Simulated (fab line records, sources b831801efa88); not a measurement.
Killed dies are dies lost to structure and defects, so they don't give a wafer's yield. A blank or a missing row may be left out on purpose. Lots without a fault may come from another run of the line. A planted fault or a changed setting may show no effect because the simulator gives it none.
A struck lot beside a sound one | flow gf180mcu | 14 steps out of a route of 602
Sound: wafers L592.1, L592.2, L592.6. Struck: wafers L601.3, L601.4, L601.6. The cause comes at the end.
At each step with rows: each side's tool, then ch and its chambers, then its first start. Under that, the readings that differ: sound wafers | struck wafers | difference of the means | sigmas: that difference in standard deviations of wafers without a fault.
alike: readings whose means differ by less than 2 such deviations, and words and numbers that are the same on both sides. not compared: withheld readings, readings that some wafer has no value for, bounds like >300 that may hide the same value, and numbers for which the record gives no deviation and whose values overlap.
The two part at a step that has a row with sigmas, a row that says differs or no value, or rows on one side only. Numbers that don't overlap but have no deviation are shown without sigmas and don't part them. A reading that every wafer of one side lacks parts them only if that side has two wafers or more.

first, 5 steps without rows for these wafers: GF_M5_COAT_02 (resist thk 1000 nm); GF_M5_SOFTBAKE_03 (time 60 s); GF_M5_EXPOSE_04 (exposes mask Metal5, target cd 280 nm); GF_M5_PEB_05 (peb time 90 s); GF_M5_DEVELOP_06 (develop time 60 s).
GF_M5_CD_MEAS_07: target cd 280 nm.
  sound on cd_sem-01, day 28 16:49; struck on cd_sem-02, day 31 01:21
  alike: cd_nm
GF_M5_OVL_MEAS_08:
  sound on overlay-02, day 28 16:56; struck on overlay-02, day 31 01:26
  reading     | sound      | struck | difference | sigmas
  M5_OVL (nm) | -11 -8 -12 | 1 3 8  | +14        | +3
GF_M5_ETCH_09: etches Si3N4 in CF4/O2, target depth 52 nm, time 11.6 s.
  sound on rie_diel-03 ch 0,1,3, day 28 16:58; struck on rie_diel-04 ch 0,1,3, day 31 01:28
  alike: drypump_motor_current_A, oes_product_au, throttle_valve_pct
  not compared: rf_hours_counter_h
GF_M5_METAL_ETCH_10: etches the open film in Cl2/BCl3, stops on SiO2, target depth 627.5 nm, time 104.6 s.
  sound on rie_metal-04 ch 0,1, day 28 16:59; struck on rie_metal-01 ch 0,1, day 31 01:31
  alike: drypump_motor_current_A, oes_product_au, throttle_valve_pct
  not compared: rf_hours_counter_h
GF_M5_STRIP_11: strips in O2/N2.
  sound on plasma_asher-03 ch 0,1, day 28 17:06; struck on plasma_asher-02 ch 0,1, day 31 01:38
  alike: drypump_motor_current_A, heater_power_w, oes_product_au, strip_time_to_endpoint_s
  not compared: rf_hours_counter_h
then, 2 steps without rows for these wafers: GF_M5_STRIP_12 (strips in post etch residue remover, time 1200 s); GF_M5_CLEAN_13 (cleans in DIW).
GF_V5_CVD_00: deposits SiO2, target thk 300 nm, time 50 s.
  sound on hdpcvd-01 ch 0,2, day 28 17:38; struck on hdpcvd-02 ch 1,2, day 31 02:08
  no value came back on the struck wafers for pressure_mtorr (mTorr), run_length_s (s), susceptor_temp_C (C); on the sound wafers pressure_mtorr (mTorr) reads 5.978 6.023 5.984
GF_V5_CVD_02: deposits SiO2 from TEOS, target thk 1450 nm, time 163.28 s.
  sound on pecvd-02 ch 0,1, day 28 17:44; struck on pecvd-01 ch 0,2, day 31 02:14
  alike: heater_power_outer_w, heater_power_w, susceptor_temp_C

WHERE THEY PART
First at GF_M5_OVL_MEAS_08; last, within this record, at GF_V5_CVD_00. Later steps at which nothing parts them and some readings are alike: GF_V5_CVD_02.

WHY: what the simulator had put in
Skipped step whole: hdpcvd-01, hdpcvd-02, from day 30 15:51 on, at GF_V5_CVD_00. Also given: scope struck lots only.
